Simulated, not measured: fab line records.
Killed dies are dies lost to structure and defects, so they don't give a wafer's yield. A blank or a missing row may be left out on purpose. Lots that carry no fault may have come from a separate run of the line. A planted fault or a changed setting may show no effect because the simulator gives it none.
Chamber matching -- flow sky130 -- 4 sister chambers for SKY_FIELD_ISO_ETCH_17 on rie-si-01
The step etches Si in HBr/Cl2/O2, target depth 342 nm, time 97.7 s. 8 wafers are shown with their chamber, then 11 later ones without.

WAFERS, EACH WITH ITS CHAMBER
wafer,chamber,drypump-motor-current-A (A),throttle-valve-pct (%)
L615.1,1,5.84,25.650
L621.5,1,5.84,25.658
L623.5,3,6.25,25.655
L623.6,2,5.93,25.672
L624.1,3,6.26,25.649
L624.2,2,5.93,25.655
L624.6,0,5.47,25.656
L625.1,0,5.46,25.650

WAFERS WITHOUT THEIR CHAMBER
wafer,drypump-motor-current-A (A),throttle-valve-pct (%)
L625.4,6.29,25.655
L625.6,5.89,25.657
L626.1,5.46,25.660
L626.3,5.88,25.674
L626.4,6.26,25.646
L629.1,6.28,25.658
L629.5,6.31,25.669
L629.6,5.92,25.658
L632.1,5.45,25.653
L632.3,6.28,25.651
L632.5,5.45,25.651

EACH ONE'S CHAMBER
wafer,from the rows above,in truth
L625.4,3,3
L625.6,can't be placed: 2 or 1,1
L626.1,0,0
L626.3,can't be placed: 1 or 2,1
L626.4,3,3
L629.1,3,3
L629.5,3,3
L629.6,2,2
L632.1,0,0
L632.3,3,3
L632.5,0,0
Correct placement for 9 of the 11. Cannot be placed on the basis of these rows: 2; the candidates contain the true chamber in 2. 0 placed wrongly.
How it was worked out, from the rows above alone: a wafer's distance from a chamber is the root of the sum, over the readings, of the square of ((its reading less the chamber's mean) divided by the reading's scatter). If the next closest chamber is less than 2 further off than the closest, the wafer can't be placed; otherwise it belongs to the closest. For every chamber, the mean is computed from those of its wafers that are shown. How the scatter is found: for the shown wafers, subtract from each reading the mean of its chamber, square and add these, divide the total by (wafers less chambers), then take the root.
